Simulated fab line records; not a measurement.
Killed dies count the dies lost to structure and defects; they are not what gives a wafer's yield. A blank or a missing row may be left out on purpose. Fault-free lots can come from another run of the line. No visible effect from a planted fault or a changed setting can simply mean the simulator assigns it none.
What tool caused it? | flow gf180mcu | 36 wafers from 12 lots sampled at 5 of the route's 602 steps

== WHAT EACH GAUGE READ, for each wafer ==
The record lacks any reading of a measuring or inspecting step that a usual standard deviation could be used to judge.

== WHICH TOOL RAN EACH LOT (tool, then ch and the chambers of the sampled wafers, then the start) ==
lot  | GF_MVPSD_COAT_02                 | GF_MVPSD_STRIP_10                   | GF_DUAL_GATE_STRIP_13                | GF_CONTACT_CMP_04             | GF_CONTACT_CVD_24
L335 | litho track-02 ch 0, day 4 16:53 | plasma asher-03 ch 0,1, day 5 00:20 | plasma asher-03 ch 0,1, day 8 06:34  | cmp-02 ch 1,2, day 15 01:28   | cvd w-02 ch 0,1, day 15 23:57
L336 | litho track-01 ch 0, day 4 22:08 | plasma asher-04 ch 0,1, day 5 05:53 | plasma asher-02 ch 1, day 8 14:50    | cmp-02 ch 1,2,3, day 15 10:44 | cvd w-02 ch 0, day 16 09:44
L338 | litho track-03 ch 0, day 5 08:51 | plasma asher-02 ch 0,1, day 5 16:20 | plasma asher-02 ch 0,1, day 8 23:59  | cmp-01 ch 0,2,3, day 16 00:25 | cvd w-01 ch 0,1, day 16 23:47
L339 | litho track-02 ch 0, day 5 18:29 | plasma asher-02 ch 0,1, day 6 02:20 | plasma asher-02 ch 0,1, day 9 13:37  | cmp-02 ch 1,2,3, day 16 15:40 | cvd w-02 ch 0,1, day 17 15:04
L340 | litho track-01 ch 0, day 5 21:35 | plasma asher-03 ch 0,1, day 6 05:19 | plasma asher-01 ch 0,1, day 9 17:33  | cmp-01 ch 1,2,3, day 16 21:17 | cvd w-02 ch 0,1, day 17 21:12
L345 | litho track-02 ch 0, day 7 08:03 | plasma asher-04 ch 0,1, day 7 15:59 | plasma asher-01 ch 0,1, day 11 08:39 | cmp-02 ch 0,2, day 19 00:38   | cvd w-01 ch 0,1, day 20 02:06
L346 | litho track-01 ch 0, day 7 12:17 | plasma asher-02 ch 0,1, day 7 20:48 | plasma asher-03 ch 0,1, day 11 13:35 | cmp-01 ch 2,3, day 19 08:02   | cvd w-01 ch 0,1, day 20 09:50
L347 | litho track-01 ch 0, day 7 17:17 | plasma asher-03 ch 0,1, day 8 02:05 | plasma asher-02 ch 0,1, day 11 20:33 | cmp-02 ch 1,2,3, day 19 15:05 | cvd w-01 ch 0,1, day 20 16:07
L350 | litho track-01 ch 0, day 8 08:53 | plasma asher-03 ch 0,1, day 8 18:05 | plasma asher-03 ch 0, day 12 15:12   | cmp-01 ch 0,2,3, day 20 13:58 | cvd w-02 ch 0,1, day 21 15:00
L352 | litho track-03 ch 0, day 8 22:25 | plasma asher-03 ch 0,1, day 9 06:25 | plasma asher-02 ch 0,1, day 13 04:39 | cmp-01 ch 0,2, day 21 05:26   | cvd w-02 ch 0,1, day 22 06:28
L353 | litho track-03 ch 0, day 9 01:29 | plasma asher-03 ch 0,1, day 9 10:42 | plasma asher-02 ch 0,1, day 13 09:53 | cmp-02 ch 0,2, day 21 12:08   | cvd w-01 ch 0,1, day 22 12:59
L354 | litho track-03 ch 0, day 9 10:14 | plasma asher-02 ch 0,1, day 9 19:25 | plasma asher-01 ch 0,1, day 13 20:39 | cmp-01 ch 2,3, day 22 01:02   | cvd w-02 ch 0,1, day 23 01:05
- GF_MVPSD_COAT_02: resist thk 3000 nm.
- GF_MVPSD_STRIP_10: strips in O2/N2.
- GF_DUAL_GATE_STRIP_13: strips in O2/N2.
- GF_CONTACT_CMP_04: polishes SiO2.
- GF_CONTACT_CVD_24: deposits W, target thk 300 nm, time 90.339 s.

== WHAT THE TOOLS THEMSELVES READ (means of the sampled wafers that have a number; where no wafer has one, the mark that the record gives instead) ==
GF_MVPSD_COAT_02.
lot  | tool           | chill plate temp C (C)
L335 | litho track-02 | 23.02
L336 | litho track-01 | 22.91
L338 | litho track-03 | 23.07
L339 | litho track-02 | 23.04
L340 | litho track-01 | 23.00
L345 | litho track-02 | 23.09
L346 | litho track-01 | 23.06
L347 | litho track-01 | 23.03
L350 | litho track-01 | 22.99
L352 | litho track-03 | 22.99
L353 | litho track-03 | 23.01
L354 | litho track-03 | 23.01

GF_MVPSD_STRIP_10.
lot  | tool            | drypump motor current A (A) | heater power w (W) | oes product au (a.u.) | strip time to endpoint s (s)
L335 | plasma asher-03 | 6.0                         | 277                | 0.720                 | 36.87
L336 | plasma asher-04 | 5.6                         | 348                | 0.720                 | 36.98
L338 | plasma asher-02 | 5.8                         | 367                | 0.725                 | 36.99
L339 | plasma asher-02 | 5.9                         | 362                | 0.719                 | 36.95
L340 | plasma asher-03 | 6.1                         | 295                | 0.719                 | 36.83
L345 | plasma asher-04 | 5.6                         | 332                | 0.722                 | 37.02
L346 | plasma asher-02 | 5.8                         | 371                | 0.722                 | 37.02
L347 | plasma asher-03 | 6.0                         | 280                | 0.727                 | 34.43
L350 | plasma asher-03 | 6.0                         | 273                | 0.717                 | 34.46
L352 | plasma asher-03 | 6.1                         | 288                | 0.725                 | 36.92
L353 | plasma asher-03 | 6.1                         | 292                | 0.720                 | 36.91
L354 | plasma asher-02 | 5.8                         | 366                | 0.725                 | 36.89

GF_DUAL_GATE_STRIP_13.
lot  | tool            | drypump motor current A (A) | heater power w (W) | oes product au (a.u.) | strip time to endpoint s (s)
L335 | plasma asher-03 | 6.0                         | 287                | 0.713                 | 12.67
L336 | plasma asher-02 | 6.2                         | 344                | 0.713                 | 12.61
L338 | plasma asher-02 | 5.8                         | 371                | 0.715                 | 12.62
L339 | plasma asher-02 | 5.8                         | 372                | 0.715                 | 12.65
L340 | plasma asher-01 | 5.3                         | 353                | 0.713                 | 12.62
L345 | plasma asher-01 | 5.3                         | 345                | 0.714                 | 12.60
L346 | plasma asher-03 | 6.0                         | 279                | 0.717                 | 12.60
L347 | plasma asher-02 | 6.0                         | 359                | 0.715                 | 12.65
L350 | plasma asher-03 | 6.0                         | 269                | 0.714                 | 12.64
L352 | plasma asher-02 | 6.0                         | 352                | 0.713                 | 12.60
L353 | plasma asher-02 | 5.9                         | 353                | 0.715                 | 12.61
L354 | plasma asher-01 | 6.0                         | 378                | 0.716                 | 12.68

GF_CONTACT_CMP_04.
lot  | tool   | motor current A (A) | platen rpm (rpm) | slurry flow ml min | time to endpoint s (s)
L335 | cmp-02 | 14.1                | 59.97            | 149.7              | 109
L336 | cmp-02 | 13.8                | 60.04            | 149.5              | 119
L338 | cmp-01 | 12.5                | 59.93            | 150.5              | 108
L339 | cmp-02 | 13.1                | 60.02            | 150.0              | 118
L340 | cmp-01 | 13.3                | 60.00            | 150.1              | 110
L345 | cmp-02 | 12.3                | 59.97            | 150.3              | 110
L346 | cmp-01 | 14.1                | 60.00            | 150.6              | 114
L347 | cmp-02 | 13.0                | 59.99            | 150.2              | 104
L350 | cmp-01 | 12.9                | 59.97            | 149.9              | 117
L352 | cmp-01 | 13.2                | 59.97            | 149.8              | 114
L353 | cmp-02 | 12.4                | 60.00            | 149.7              | 106
L354 | cmp-01 | 12.9                | 59.99            | 149.9              | 114

GF_CONTACT_CVD_24.
lot  | tool     | heater power outer w (W) | heater power w (W) | susceptor temp C (C)
L335 | cvd w-02 | 583                      | 945                | 399.91
L336 | cvd w-02 | 632                      | 1028               | 400.12
L338 | cvd w-01 | 575                      | 890                | 400.03
L339 | cvd w-02 | 575                      | 956                | 400.13
L340 | cvd w-02 | 528                      | 898                | 400.12
L345 | cvd w-01 | 518                      | 798                | 399.94
L346 | cvd w-01 | 519                      | 809                | 400.06
L347 | cvd w-01 | 535                      | 813                | 399.86
L350 | cvd w-02 | 584                      | 949                | 400.08
L352 | cvd w-02 | 578                      | 965                | 400.00
L353 | cvd w-01 | 516                      | 808                | 400.03
L354 | cvd w-02 | 580                      | 956                | 400.19

== THE ANSWER, worked out from the rows above alone ==
Rule: the lots themselves supply what counts as usual. The widest of any qualifying gaps counts: lots, ordered by their means at a reading, are off when they make up no more than a third of the lots, leave a main group of 4 or more, and stand apart from it by 3 or more times the standard deviation of that group's means. A main group is skipped when, at the precision printed for the reading in the tables above, its means are all equal. Also off: a lot with no number at a reading for which 4 or more lots have one. All remaining lots with rows at the step are treated as sound. After the gauges, taken in route order, come the tools' own readings; for these a lot's mean is taken, as printed above. At the first step where some lot is off, the reading lying furthest off is the one used; lots without a number count as furthest.
Off, at GF_MVPSD_STRIP_10 on strip time to endpoint s: L347, L350. The main group has a mean of 36.94 s with a standard deviation of 0.061.
If a tool, at that step or one of the process steps before it, ran each lot that is off and ran no sound lot following the first of them, it fits. One candidate fits, namely litho track-01 at GF_MVPSD_COAT_02. Its last sound lot is L346 (day 7 12:17), its first lot that is off L347 (day 7 17:17): a fault that began between those two fits.

== WHAT WAS PUT IN BY THE SIMULATOR ==
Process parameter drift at GF_MVPSD_COAT_02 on litho track-01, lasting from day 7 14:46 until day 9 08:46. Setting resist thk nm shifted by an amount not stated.
Shown lots that were struck: L347, L350. The rule above reached the same finding.
